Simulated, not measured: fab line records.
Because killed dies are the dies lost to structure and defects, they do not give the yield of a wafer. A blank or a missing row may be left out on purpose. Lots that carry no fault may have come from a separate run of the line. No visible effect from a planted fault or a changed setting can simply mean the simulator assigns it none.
Which tool did it? | flow gf180mcu | 36 wafers from 12 lots sampled at 5 of the route's 602 steps

WHAT EACH GAUGE READ, for each wafer
GF_CONTACT_RS_MEAS_25: uses a four-point probe to measure.
lot  | measured     | on            | CONTACT_W_RS (ohm/sq)
L146 | day 16 04:56 | film metro-04 | 0.389 0.387 0.387
L149 | day 17 10:17 | film metro-04 | 0.384 0.386 0.388
L150 | day 18 01:05 | film metro-03 | 0.387 0.381 0.384
L151 | day 18 03:05 | film metro-03 | 0.383 0.386 0.380
L152 | day 18 16:24 | film metro-01 | 0.380 0.382 0.382
L157 | day 20 17:10 | film metro-03 | 0.405 0.402 0.404
L159 | day 21 06:14 | film metro-01 | 0.405 0.404 0.410
L162 | day 21 22:46 | film metro-01 | 0.387 0.386 0.385
L164 | day 22 18:05 | film metro-01 | 0.389 0.386 0.390
L167 | day 23 16:36 | film metro-01 | 0.383 0.378 0.383
L168 | day 24 11:26 | film metro-04 | 0.394 0.386 0.390
L169 | day 24 14:29 | film metro-04 | 0.385 0.381 0.382

GF_CONTACT_THK_MEAS_26: measures by xrf.
lot  | measured     | on            | CONTACT_W_THK (nm)
L146 | day 16 05:02 | film metro-04 | 295 295 295
L149 | day 17 10:23 | film metro-04 | 299 297 297
L150 | day 18 01:11 | film metro-03 | 297 300 299
L151 | day 18 03:12 | film metro-03 | 301 297 303
L152 | day 18 16:31 | film metro-01 | 303 304 302
L157 | day 20 17:17 | film metro-03 | 282 284 283
L159 | day 21 06:21 | film metro-01 | 285 285 282
L162 | day 21 22:53 | film metro-01 | 299 300 301
L164 | day 22 18:13 | film metro-01 | 300 302 301
L167 | day 23 16:43 | film metro-01 | 300 302 299
L168 | day 24 11:33 | film metro-04 | 289 296 293
L169 | day 24 14:37 | film metro-04 | 297 300 300

EACH LOT AND THE TOOL THAT RAN IT (in order: tool; ch and the chambers of the sampled wafers; start)
lot  | GF_SALICIDE_SPUTTER_02       | GF_SALICIDE_RTA_06               | GF_CONTACT_CVD_24
L146 | pvd sputter-02, day 15 05:01 | rtp anneal-01 ch 0, day 15 05:17 | cvd w-02 ch 1, day 16 04:46
L149 | pvd sputter-03, day 16 09:28 | rtp anneal-02 ch 0, day 16 09:44 | cvd w-02 ch 0,1, day 17 10:11
L150 | pvd sputter-04, day 16 23:28 | rtp anneal-01 ch 0, day 16 23:43 | cvd w-02 ch 0,1, day 18 00:56
L151 | pvd sputter-04, day 17 01:37 | rtp anneal-02 ch 0, day 17 01:50 | cvd w-01 ch 0,1, day 18 02:59
L152 | pvd sputter-03, day 17 15:10 | rtp anneal-02 ch 0, day 17 15:24 | cvd w-01 ch 0,1, day 18 16:18
L157 | pvd sputter-03, day 19 14:52 | rtp anneal-02 ch 0, day 19 15:06 | cvd w-02 ch 0,1, day 20 17:04
L159 | pvd sputter-03, day 20 04:02 | rtp anneal-02 ch 0, day 20 04:16 | cvd w-02 ch 0,1, day 21 06:08
L162 | pvd sputter-04, day 20 21:40 | rtp anneal-02 ch 0, day 20 21:53 | cvd w-01 ch 1, day 21 22:40
L164 | pvd sputter-02, day 21 16:55 | rtp anneal-01 ch 0, day 21 17:10 | cvd w-01 ch 0,1, day 22 17:59
L167 | pvd sputter-02, day 22 15:11 | rtp anneal-01 ch 0, day 22 15:26 | cvd w-01 ch 1, day 23 16:30
L168 | pvd sputter-03, day 23 11:09 | rtp anneal-02 ch 0, day 23 11:23 | cvd w-01 ch 0,1, day 24 11:20
L169 | pvd sputter-03, day 23 14:22 | rtp anneal-02 ch 0, day 23 14:37 | cvd w-02 ch 0,1, day 24 14:23
- GF_SALICIDE_SPUTTER_02: material Co, target thk 10 nm, time 20 s.
- GF_SALICIDE_RTA_06: time 30 s.
- GF_CONTACT_CVD_24: deposits W, target thk 300 nm, time 90.339 s.

WHAT THE TOOLS THEMSELVES READ (means of the sampled wafers that have a number; where no wafer has one, the mark that the record gives instead)
GF_SALICIDE_SPUTTER_02.
lot  | tool           | cathode dc power W (W) | throttle valve pct (%)
L146 | pvd sputter-02 | 999.84                 | 30.7
L149 | pvd sputter-03 | 1000.05                | 30.4
L150 | pvd sputter-04 | 1000.13                | 29.9
L151 | pvd sputter-04 | 999.94                 | 28.3
L152 | pvd sputter-03 | 1000.07                | 29.8
L157 | pvd sputter-03 | 999.91                 | 30.2
L159 | pvd sputter-03 | 999.97                 | 30.0
L162 | pvd sputter-04 | 999.94                 | 31.4
L164 | pvd sputter-02 | 1000.02                | 29.7
L167 | pvd sputter-02 | 999.96                 | 29.6
L168 | pvd sputter-03 | 1000.02                | 30.3
L169 | pvd sputter-03 | 1000.20                | 30.2

GF_SALICIDE_RTA_06.
lot  | tool          | chamber o2 ppm | lamp power pct (%) | wafer_temp_C_max
L146 | rtp anneal-01 | 2.001          | 6.39               | 534.3
L149 | rtp anneal-02 | 1.999          | 6.92               | 534.4
L150 | rtp anneal-01 | 2.000          | 6.39               | 533.9
L151 | rtp anneal-02 | 2.009          | 6.92               | 535.0
L152 | rtp anneal-02 | 1.967          | 6.90               | 533.6
L157 | rtp anneal-02 | 1.988          | 6.91               | 534.2
L159 | rtp anneal-02 | 1.999          | 6.92               | 534.0
L162 | rtp anneal-02 | 2.012          | 6.92               | 533.5
L164 | rtp anneal-01 | 2.012          | 6.39               | 533.8
L167 | rtp anneal-01 | 2.003          | 6.39               | 534.4
L168 | rtp anneal-02 | 2.029          | 6.92               | 533.9
L169 | rtp anneal-02 | 1.987          | 6.91               | 533.5

GF_CONTACT_CVD_24.
lot  | tool     | heater power w (W) | susceptor temp C (C)
L146 | cvd w-02 | 1070               | 399.97
L149 | cvd w-02 | 1030               | 400.05
L150 | cvd w-02 | 1034               | 399.97
L151 | cvd w-01 | 801                | 400.05
L152 | cvd w-01 | 810                | 399.88
L157 | cvd w-02 | 1006               | 396.91
L159 | cvd w-02 | 995                | 397.28
L162 | cvd w-01 | 764                | 400.26
L164 | cvd w-01 | 817                | 400.04
L167 | cvd w-01 | 773                | 399.74
L168 | cvd w-01 | 823                | 399.81
L169 | cvd w-02 | 1025               | 399.98

THE ANSWER, worked out from the rows above alone
Rule: the usual values come from the lots themselves. The widest of any qualifying gaps counts: lots, ordered by their means at a reading, are off when they make up no more than a third of the lots, leave a main group of 4 or more, and stand apart from it by 3 or more times the standard deviation of that group's means. Not used: any main group whose means are identical at the precision the tables above print for the reading. A lot without any number at a reading at which 4 lots or more have one is off too. The other lots that the step has rows for count as sound. First the gauges in route order, then the tools' own readings, where a lot's mean is used as printed above. At the first step where some lot is off, the reading lying furthest off is the one used; lots without a number count as furthest.
Off: L157, L159, seen at GF_CONTACT_RS_MEAS_25 (CONTACT_W_RS). The main group: mean 0.385 ohm/sq, standard deviation 0.0029.
A tool fits if, at a process step before that reading, it ran every lot that is off, and no sound lot after the first of them. Not tried: the gauges at GF_CONTACT_RS_MEAS_25; whatever is off there is also off at GF_CONTACT_CVD_24, on other tools, and gauge error can't account for it. None of those tried fits.

WHAT HAD BEEN PUT IN BY THE SIMULATOR
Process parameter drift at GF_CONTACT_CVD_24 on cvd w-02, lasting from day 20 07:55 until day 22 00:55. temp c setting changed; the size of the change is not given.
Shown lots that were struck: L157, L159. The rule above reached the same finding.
